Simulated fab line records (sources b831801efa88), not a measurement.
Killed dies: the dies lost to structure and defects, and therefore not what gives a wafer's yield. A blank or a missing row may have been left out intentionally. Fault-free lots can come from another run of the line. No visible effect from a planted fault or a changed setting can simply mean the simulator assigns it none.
Which of the tools did it? | flow sfq-line | Sampling: 14 lots, 42 wafers, 2 of 325 route steps

== WHAT THE GAUGES SHOWED, per wafer ==
SFQ_M6_OVL_MEAS_940.
lot  | measured     | on         | M6_OVL (nm)
L775 | day 56 15:13 | overlay-02 | 6 3 -3
L777 | day 57 06:50 | overlay-02 | -7 1 7
L778 | day 57 15:22 | overlay-01 | -1 -8 -4
L779 | day 58 03:02 | overlay-02 | 1 0 13
L780 | day 58 09:01 | overlay-01 | 7 -1 1
L781 | day 58 16:13 | overlay-01 | -6 0 -11
L786 | day 60 06:16 | overlay-02 | 5 8 5
L789 | day 60 19:26 | overlay-01 | 4 5 12
L790 | day 61 07:26 | overlay-01 | -4 -4 -5
L792 | day 61 13:26 | overlay-01 | -6 1 3
L795 | day 62 05:17 | overlay-01 | 22 23 11
L796 | day 62 07:26 | overlay-01 | 0 10 7
L797 | day 62 11:02 | overlay-01 | 10 2 2
L798 | day 62 18:14 | overlay-01 | 4 -2 -3

== EACH LOT AND THE TOOL THAT RAN IT (in order: tool; ch and the chambers of the sampled wafers; start) ==
lot  | SFQ_TRILAYER_R5_DEP_SPUTTER_134
L775 | pvd-sputter-05, day 48 02:29
L777 | pvd-sputter-04, day 48 21:47
L778 | pvd-sputter-03, day 49 06:55
L779 | pvd-sputter-03, day 50 07:01
L780 | pvd-sputter-03, day 50 19:01
L781 | pvd-sputter-05, day 51 05:40
L786 | pvd-sputter-03, day 52 18:43
L789 | pvd-sputter-04, day 53 06:58
L790 | pvd-sputter-05, day 53 18:58
L792 | pvd-sputter-03, day 54 03:40
L795 | pvd-sputter-05, day 55 02:59
L796 | pvd-sputter-04, day 55 03:50
L797 | pvd-sputter-03, day 55 06:50
L798 | pvd-sputter-03, day 55 12:56
- SFQ_TRILAYER_R5_DEP_SPUTTER_134: material Ti, target thk 5 nm, time 5 s.

== WHAT THE TOOLS THEMSELVES READ (means of the sampled wafers that have a number; where no wafer has one, the mark that the record gives instead) ==
SFQ_TRILAYER_R5_DEP_SPUTTER_134.
lot  | tool           | cathode-dc-power-W (W) | throttle-valve-pct (%)
L775 | pvd-sputter-05 | 1999.9                 | 30.2
L777 | pvd-sputter-04 | 1999.9                 | 29.8
L778 | pvd-sputter-03 | 2000.1                 | 30.8
L779 | pvd-sputter-03 | 1999.9                 | 31.1
L780 | pvd-sputter-03 | 1999.9                 | 29.8
L781 | pvd-sputter-05 | 2000.0                 | 29.9
L786 | pvd-sputter-03 | 2000.0                 | 30.1
L789 | pvd-sputter-04 | 1999.7                 | 30.1
L790 | pvd-sputter-05 | 2000.3                 | 30.0
L792 | pvd-sputter-03 | 1999.5                 | 30.7
L795 | pvd-sputter-05 | 2000.0                 | 30.0
L796 | pvd-sputter-04 | 1999.7                 | 29.6
L797 | pvd-sputter-03 | 2000.1                 | 31.1
L798 | pvd-sputter-03 | 1999.8                 | 31.0

== THE ANSWER, worked out from the rows above alone ==
Rule: usual is defined by the lots themselves. Put in order of their means at a reading, lots are off if they are a third of the lots or fewer, leave a main group of 4 or more, and stand apart from it by a gap of 3 or more times the standard deviation of the main group's means; of several such gaps the widest counts. If all means in a main group match to the digits the tables above print for the reading, that group is not used. Also off: a lot with no number at a reading for which 4 or more lots have one. Where the step has rows for the other lots, those lots are counted as sound. The gauges are gone through in route order, then the tools' own readings, and for those a lot's mean is taken as printed above. The first step at which some lot is off is used, and at that step the reading that is off furthest; a lot without a number counts as furthest.
Across all readings shown, no lot is off: no conclusion can be drawn from this.

== WHAT WAS PUT IN BY THE SIMULATOR ==
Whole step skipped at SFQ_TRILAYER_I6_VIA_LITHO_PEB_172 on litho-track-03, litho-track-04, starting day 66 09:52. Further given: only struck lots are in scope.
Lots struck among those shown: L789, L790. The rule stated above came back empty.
